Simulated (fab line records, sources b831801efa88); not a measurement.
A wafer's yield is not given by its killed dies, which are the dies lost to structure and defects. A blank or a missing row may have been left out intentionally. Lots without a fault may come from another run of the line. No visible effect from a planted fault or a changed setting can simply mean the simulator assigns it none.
A lot that was struck, set against a sound lot || flow sky130 || 14 out of 708 route steps
Sound: the wafers L681.1, L681.5, L681.6. Struck: wafers L691.1, L691.2, L691.4. The cause comes at the end.
Per side, at each step with rows, come the tool, then ch with its chambers, and then its first start. Under that, the readings that differ: sound wafers || struck wafers || difference of the means || sigmas: that difference in standard deviations of wafers without a fault.
alike: words and numbers the same on both sides, and readings whose means are apart by under 2 such deviations; not compared: readings that were withheld, readings missing a value for some wafer, numbers with overlapping values and no deviation given by the record, and bounds like >300 which may hide the same value.
A row with sigmas, a row that says differs or no value, or rows on one side alone: a step with any of these is where the two part. When numbers do not overlap yet have no deviation, they are printed without sigmas and do not part them. A reading that every wafer of one side lacks parts them only if that side has two wafers or more.

SKY_SONOS_ONO_OVL_MEAS_14:
  sound on overlay-01 at day 12 13:35; struck on overlay-01 at day 16 07:39
  alike: SONOS_ONO_OVL
SKY_SONOS_ONO_ETCH_15: etches the open film in CHF3/O2, target depth 19.52 nm, time 7.8 s.
  sound on rie-diel-03 ch 1,2,3, day 12 13:37; struck on rie-diel-03 ch 0,2, day 16 07:41
  alike: drypump-motor-current-A, oes-product-au, throttle-valve-pct
  not compared: rf-hours-counter-h
then, 1 step without rows for these wafers: SKY_SONOS_ONO_WET_ETCH_16 (etches SiO2 in dHF, target depth 14 nm, time 280 s).
SKY_SONOS_ONO_STRIP_17: strips in O2/N2.
  sound on plasma-asher-03 ch 0,1, day 12 13:44; struck on plasma-asher-04 ch 0,1, day 16 07:47
  alike: drypump-motor-current-A, n2-flow-sccm, oes-product-au, strip-time-to-endpoint-s
  not compared: rf-hours-counter-h
then, 3 steps without rows for these wafers: SKY_SONOS_ONO_WET_ETCH_18 (etches Si3N4 in H3PO4, target depth 15 nm, time 172 s); SKY_GATE_OXIDE_CLEAN_00 (cleans in SC1/SC2, time 150 s); SKY_GATE_OXIDE_OXIDATION_01 (stabilise 600 s, purge 300 s, target thk 10.268 nm).
SKY_GATE_OXIDE_THK_MEAS_02:
  sound on film-metro-02 at day 12 15:44; struck on film-metro-02 at day 16 10:08
  alike: GATE_OXIDE_OXIDATION_00_THK
then, 4 steps without rows for these wafers: SKY_GATE_OXIDE_DEHYDRATE_03 (time 60 s); SKY_GATE_OXIDE_HMDS_04 (prime time 60 s); SKY_GATE_OXIDE_COAT_05 (resist thk 1140 nm); SKY_GATE_OXIDE_SOFTBAKE_06 (time 60 s).
SKY_GATE_OXIDE_EXPOSE_07: exposes mask LVOM, target cd 600 nm.
  sound on iline-stepper-02 ch 0, day 13 04:08; struck on iline-stepper-02, day 17 00:23
  no value came back on the struck wafers for exposure-dose-mJ-cm2, focus-offset-nm (nm), sigma-outer; on the sound wafers exposure-dose-mJ-cm2 reads 170.19 170.04 170.19
  alike: mask
following that, these wafers have no rows for 1 step: SKY_GATE_OXIDE_PEB_08.

== WHERE THEY PART ==
Only at SKY_GATE_OXIDE_EXPOSE_07, within this record.

WHY: whatever the simulator had introduced
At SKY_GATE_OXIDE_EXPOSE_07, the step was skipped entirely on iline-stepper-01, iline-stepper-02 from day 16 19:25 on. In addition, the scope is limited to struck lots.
